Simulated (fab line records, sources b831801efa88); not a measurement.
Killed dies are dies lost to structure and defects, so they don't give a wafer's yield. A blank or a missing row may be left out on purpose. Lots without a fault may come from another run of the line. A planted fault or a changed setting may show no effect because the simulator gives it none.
Chamber matching | flow sfq_line | SFQ_TRILAYER_I0_CMP_CMP_028 on cmp-02: 4 sister chambers
The step polishes SiO2. 17 wafers are shown with their chamber, then 8 later ones without.

WAFERS WITH THEIR CHAMBER
wafer  | chamber | motor_current_A (A) | time_to_endpoint_s (s) | slurry_filter_dp_kPa (kPa)
L410.1 | 1       | 10.4                | 228                    | 13.41
L410.2 | 0       | 8.8                 | 221                    | 13.51
L410.5 | 2       | 9.9                 | 218                    | 13.49
L412.1 | 1       | 10.7                | 220                    | 13.52
L412.5 | 0       | 9.0                 | 226                    | 13.55
L412.6 | 1       | 10.5                | 227                    | 13.67
L417.3 | 1       | 10.5                | 223                    | 13.89
L417.4 | 3       | 12.5                | 221                    | 13.66
L417.6 | 2       | 9.6                 | 229                    | 13.31
L423.3 | 0       | 8.0                 | 223                    | 13.43
L423.4 | 1       | 10.6                | 219                    | 13.49
L424.3 | 0       | 8.8                 | 221                    | 13.49
L424.6 | 1       | 11.1                | 225                    | 13.47
L425.2 | 3       | 13.0                | 213                    | 13.50
L425.3 | 2       | 9.9                 | 205                    | 13.57
L425.4 | 0       | 9.1                 | 223                    | 13.26
L426.3 | 3       | 13.2                | 213                    | 13.49

SIGNATURES (means of the wafers above)
reading              | chamber 0 | chamber 1 | chamber 2 | chamber 3 | scatter within a chamber
motor_current_A      | 8.740     | 10.633    | 9.800     | 12.900    | 0.326
time_to_endpoint_s   | 222.80    | 223.67    | 217.33    | 215.67    | 5.65
slurry_filter_dp_kPa | 13.4480   | 13.5750   | 13.4567   | 13.5500   | 0.142
Rule: a wafer's distance from a chamber is the root of the sum, over the readings, of the square of ((its reading less the chamber's mean) divided by the reading's scatter). The wafer belongs to the nearest chamber; if the next one is less than 2 further off, it can't be placed. The scatter: the root of (the sum of the squares of (reading less its chamber's mean) over the shown wafers, divided by (wafers less chambers)).

WAFERS WITHOUT THEIR CHAMBER
wafer  | motor_current_A (A) | time_to_endpoint_s (s) | slurry_filter_dp_kPa (kPa)
L426.5 | 10.3                | 227                    | 13.69
L426.6 | 10.0                | 221                    | 13.57
L427.3 | 9.7                 | 208                    | 13.43
L427.4 | 12.0                | 223                    | 13.58
L427.5 | 10.7                | 224                    | 13.50
L433.1 | 10.0                | 214                    | 13.49
L433.4 | 10.3                | 219                    | 13.69
L433.6 | 10.7                | 217                    | 13.56

WHICH CHAMBER EACH WENT THROUGH
wafer  | from the rows above     | in truth
L426.5 | can't be placed: 1 or 2 | 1
L426.6 | can't be placed: 2 or 1 | 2
L427.3 | 2                       | 2
L427.4 | can't be placed: 3 or 1 | 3
L427.5 | 1                       | 1
L433.1 | can't be placed: 2 or 1 | 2
L433.4 | can't be placed: 1 or 2 | 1
L433.6 | can't be placed: 1 or 2 | 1
Placed correctly: 2 of 8. Can't be placed from these rows: 6 (the true chamber is among the candidates in 6). Placed wrongly: 0.
